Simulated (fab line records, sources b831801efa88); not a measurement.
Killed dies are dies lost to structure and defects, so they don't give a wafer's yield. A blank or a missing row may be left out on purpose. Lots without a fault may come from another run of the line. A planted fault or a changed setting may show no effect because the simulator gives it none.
Which tool did it? | flow sky130 | 12 lots, 36 wafers sampled, at 4 steps of a route of 708

WHAT THE GAUGES READ, wafer by wafer
SKY_VIA2_THK_MEAS_23: measures by xrf. Usual: VIA2_W_THK 425 nm, standard deviation 8.5.
lot  | measured     | on            | VIA2_W_THK (nm) | flag
L383 | day 36 10:36 | film_metro-02 | 416 415 416     |
L384 | day 36 18:10 | film_metro-02 | 419 418 420     |
L386 | day 37 17:25 | film_metro-03 | 448 433 443     |
L389 | day 38 15:07 | film_metro-02 | 429 430 437     |
L390 | day 39 00:28 | film_metro-02 | 433 430 430     |
L391 | day 39 08:49 | film_metro-02 | 406 423 426     |
L393 | day 41 17:31 | film_metro-02 | 413 428 431     |
L399 | day 42 09:20 | film_metro-04 | 429 414 413     |
L400 | day 42 09:40 | film_metro-03 | 429 434 431     |
L401 | day 42 14:37 | film_metro-04 | 418 414 421     |
L402 | day 42 14:52 | film_metro-02 | 422 413 422     |
L404 | day 43 06:11 | film_metro-04 | 419 419 419     |

SKY_VIA4_THK_MEAS_01. Usual: VIA4_HDPCVD_THK 1747 nm, standard deviation 20.
lot  | measured     | on            | VIA4_HDPCVD_THK (nm) | flag
L383 | day 41 23:18 | film_metro-02 | 1733 1748 1719       |
L384 | day 42 05:14 | film_metro-02 | 1731 1726 1737       |
L386 | day 43 03:39 | film_metro-03 | 1753 1756 1709       |
L389 | day 43 19:12 | film_metro-04 | 2761 2761 2788       | OFF
L390 | day 44 04:51 | film_metro-02 | 2762 2808 2774       | OFF
L391 | day 44 12:29 | film_metro-04 | 1741 1750 1776       |
L393 | day 46 14:05 | film_metro-04 | 1728 1746 1770       |
L399 | day 47 02:19 | film_metro-03 | 1763 1749 1768       |
L400 | day 47 03:01 | film_metro-03 | 1770 1744 1745       |
L401 | day 47 07:54 | film_metro-04 | 1748 1766 1752       |
L402 | day 47 07:54 | film_metro-03 | 1759 1755 1765       |
L404 | day 47 23:35 | film_metro-02 | 1759 1760 1743       |

WHICH TOOL RAN EACH LOT (tool, then ch and the chambers of the sampled wafers, then the start)
lot  | SKY_METAL3_DESCUM_15              | SKY_VIA4_HDPCVD_00
L383 | rie_metal-02 ch 0,1, day 38 15:15 | hdpcvd-02 ch 0,1,2, day 41 23:11
L384 | rie_metal-02 ch 0,1, day 38 22:53 | hdpcvd-01 ch 0,1,2, day 42 05:04
L386 | rie_metal-02 ch 0,1, day 39 22:55 | hdpcvd-02 ch 0,1, day 43 03:28
L389 | rie_metal-04 ch 0,1, day 40 17:56 | hdpcvd-02 ch 0,1, day 43 19:01
L390 | rie_metal-03 ch 0,1, day 41 02:30 | hdpcvd-02 ch 0,2, day 44 04:40
L391 | rie_metal-03 ch 0,1, day 41 11:26 | hdpcvd-01 ch 0,1,2, day 44 12:19
L393 | rie_metal-02 ch 0,1, day 43 17:35 | hdpcvd-01 ch 1,2, day 46 13:55
L399 | rie_metal-02 ch 0,1, day 44 06:42 | hdpcvd-02 ch 0,1,2, day 47 02:08
L400 | rie_metal-03 ch 0,1, day 44 07:51 | hdpcvd-02 ch 0,2, day 47 02:50
L401 | rie_metal-04 ch 0,1, day 44 13:30 | hdpcvd-01 ch 0,1,2, day 47 07:43
L402 | rie_metal-03 ch 0,1, day 44 13:11 | hdpcvd-02 ch 1,2, day 47 07:43
L404 | rie_metal-02 ch 0,1, day 45 04:09 | hdpcvd-02 ch 0,1,2, day 47 23:28
- SKY_METAL3_DESCUM_15: chemistry O2, time 8 s.
- SKY_VIA4_HDPCVD_00: deposits SiO2, target thk 1750 nm, time 291.7 s.

WHAT THE TOOLS THEMSELVES READ (means of the sampled wafers that have a number; where no wafer has one, the mark that the record gives instead)
SKY_METAL3_DESCUM_15. Usual: drypump_motor_current_A 5.97 A, standard deviation 0.26; oes_product_au 0.990 a.u., standard deviation 0.0089.
lot  | tool         | drypump_motor_current_A (A) | oes_product_au (a.u.) | flag
L383 | rie_metal-02 | 5.66                        | 0.986                 |
L384 | rie_metal-02 | 5.81                        | 0.995                 |
L386 | rie_metal-02 | 5.68                        | 0.997                 |
L389 | rie_metal-04 | 6.26                        | 0.984                 |
L390 | rie_metal-03 | 5.91                        | 0.990                 |
L391 | rie_metal-03 | 6.01                        | 0.981                 |
L393 | rie_metal-02 | 5.66                        | 0.988                 |
L399 | rie_metal-02 | 5.78                        | 0.986                 |
L400 | rie_metal-03 | 6.03                        | 0.993                 |
L401 | rie_metal-04 | 6.24                        | 0.985                 |
L402 | rie_metal-03 | 6.02                        | 0.991                 |
L404 | rie_metal-02 | 5.78                        | 0.993                 |

SKY_VIA4_HDPCVD_00. Usual: pressure_mtorr 6.000 mTorr, standard deviation 0.011.
lot  | tool      | pressure_mtorr (mTorr) | flag
L383 | hdpcvd-02 | 5.995                  |
L384 | hdpcvd-01 | 5.991                  |
L386 | hdpcvd-02 | 5.994                  |
L389 | hdpcvd-02 | 6.001                  |
L390 | hdpcvd-02 | 6.007                  |
L391 | hdpcvd-01 | 6.009                  |
L393 | hdpcvd-01 | 5.993                  |
L399 | hdpcvd-02 | 6.006                  |
L400 | hdpcvd-02 | 5.992                  |
L401 | hdpcvd-01 | 5.997                  |
L402 | hdpcvd-02 | 6.003                  |
L404 | hdpcvd-02 | 5.999                  |

THE ANSWER, worked out from the rows above alone
Rule: a lot is off if the mean of its wafers that have a number lies more than 3 standard deviations from the usual mean. A lot without any number at a reading at which 4 lots or more have one is off too. The other lots that the step has rows for count as sound. The gauges are gone through in route order, then the tools' own readings, and for those a lot's mean is taken as printed above. The first step at which some lot is off is used, and at that step the reading that is off furthest; a lot without a number counts as furthest.
Off: L389, L390, at SKY_VIA4_THK_MEAS_01 (VIA4_HDPCVD_THK).
A tool fits if, at a process step before that reading, it ran every lot that is off, and no sound lot after the first of them. The gauges at SKY_VIA4_THK_MEAS_01 are tried like those tools. None of those tried fits.

WHAT THE SIMULATOR HAD PUT IN
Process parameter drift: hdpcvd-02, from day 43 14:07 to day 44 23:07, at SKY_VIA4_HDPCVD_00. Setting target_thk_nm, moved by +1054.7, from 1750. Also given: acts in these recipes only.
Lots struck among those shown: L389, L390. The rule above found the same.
